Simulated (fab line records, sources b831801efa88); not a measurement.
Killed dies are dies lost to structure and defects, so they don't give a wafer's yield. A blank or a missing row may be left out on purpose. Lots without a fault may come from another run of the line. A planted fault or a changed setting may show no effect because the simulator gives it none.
A struck lot beside a sound one | flow sky130 | 21 steps out of a route of 708
Sound: wafers L363.1, L363.3, L363.6. Struck: wafers L377.2, L377.3, L377.4. The cause comes at the end.
At each step with rows: each side's tool, then ch and its chambers, then its first start. Under that, the readings that differ: sound wafers | struck wafers | difference of the means | sigmas: that difference in standard deviations of wafers without a fault.
alike: readings whose means differ by less than 2 such deviations, and words and numbers that are the same on both sides. not compared: withheld readings, readings that some wafer has no value for, bounds like >300 that may hide the same value, and numbers for which the record gives no deviation and whose values overlap.
The two part at a step that has a row with sigmas, a row that says differs or no value, or rows on one side only. Numbers that don't overlap but have no deviation are shown without sigmas and don't part them. A reading that every wafer of one side lacks parts them only if that side has two wafers or more.

first, 6 steps without rows for these wafers: SKY_LDD_N_IMPLANT_10; SKY_LDD_N_IMPLANT_11; SKY_LDD_N_IMPLANT_12; SKY_LDD_N_IMPLANT_13; SKY_LDD_N_IMPLANT_14; SKY_LDD_N_IMPLANT_15.
SKY_LDD_N_STRIP_16: strips in O2/N2.
  sound on plasma_asher-03 ch 0,1, day 17 13:40; struck on plasma_asher-02 ch 0,1, day 24 07:50
  alike: drypump_motor_current_A, oes_product_au, strip_time_to_endpoint_s
  not compared: rf_hours_counter_h
SKY_LDD_N_TW_MEAS_17:
  sound on film_metro-03, day 17 13:46; struck on film_metro-02, day 24 07:56
  reading  | sound          | struck         | difference | sigmas
  LDD_N_TW | 2610 2615 2621 | 2587 2592 2578 | -30        | -3
then, 4 steps without rows for these wafers: SKY_LDD_P_DEHYDRATE_00 (time 60 s); SKY_LDD_P_HMDS_01 (prime time 60 s); SKY_LDD_P_COAT_02 (resist thk 1140 nm); SKY_LDD_P_SOFTBAKE_03 (time 60 s).
SKY_LDD_P_EXPOSE_04: exposes mask PSDM, target cd 380 nm.
  sound on iline_stepper-02 ch 0, day 18 04:13; struck on iline_stepper-02 ch 0, day 24 23:17
  reading | sound                | struck                  | difference | sigmas
  mask    | PSDM#0 PSDM#0 PSDM#0 | HVNTM#0 HVNTM#0 HVNTM#0 | differs    |
then, 2 steps without rows for these wafers: SKY_LDD_P_PEB_05; SKY_LDD_P_DEVELOP_06 (develop time 60 s).
SKY_LDD_P_CD_MEAS_07: target cd 380 nm.
  sound on cd_sem-01, day 18 18:56; struck on cd_sem-02, day 25 13:06
  reading    | sound             | struck | difference                    | sigmas
  cd_nm (nm) | 375.0 376.5 374.2 | - - -  | no value on the struck wafers |
SKY_LDD_P_OVL_MEAS_08:
  sound on overlay-01, day 18 19:04; struck on overlay-02, day 25 13:13
  reading        | sound        | struck | difference                    | sigmas
  LDD_P_OVL (nm) | 0.4 0.0 -0.9 | - - -  | no value on the struck wafers |
then, 1 step without rows for these wafers: SKY_LDD_P_IMPLANT_09.
SKY_LDD_P_STRIP_10: strips in O2/N2.
  sound on plasma_asher-02 ch 0, day 18 19:15; struck on plasma_asher-01 ch 0,1, day 25 13:23
  reading                      | sound             | struck            | difference | sigmas
  strip_time_to_endpoint_s (s) | 14.26 14.25 14.29 | 14.14 14.15 14.15 | -0.12      | -3
  alike: drypump_motor_current_A, oes_product_au
  not compared: rf_hours_counter_h
SKY_LDD_P_TW_MEAS_11:
  sound on film_metro-01, day 18 19:21; struck on film_metro-01, day 25 13:46
  reading  | sound       | struck   | difference | sigmas
  LDD_P_TW | 635 634 634 | 30 30 30 | -604       | -99 or more
  not compared: hold
SKY_PAD_OPEN_PROBE_99:
  the record has rows for the sound wafers here (prober-01, day 45 08:13) and none for the struck ones

WHERE THEY PART
First at SKY_LDD_N_TW_MEAS_17; last, within this record, at SKY_PAD_OPEN_PROBE_99.

WHY: what the simulator had put in
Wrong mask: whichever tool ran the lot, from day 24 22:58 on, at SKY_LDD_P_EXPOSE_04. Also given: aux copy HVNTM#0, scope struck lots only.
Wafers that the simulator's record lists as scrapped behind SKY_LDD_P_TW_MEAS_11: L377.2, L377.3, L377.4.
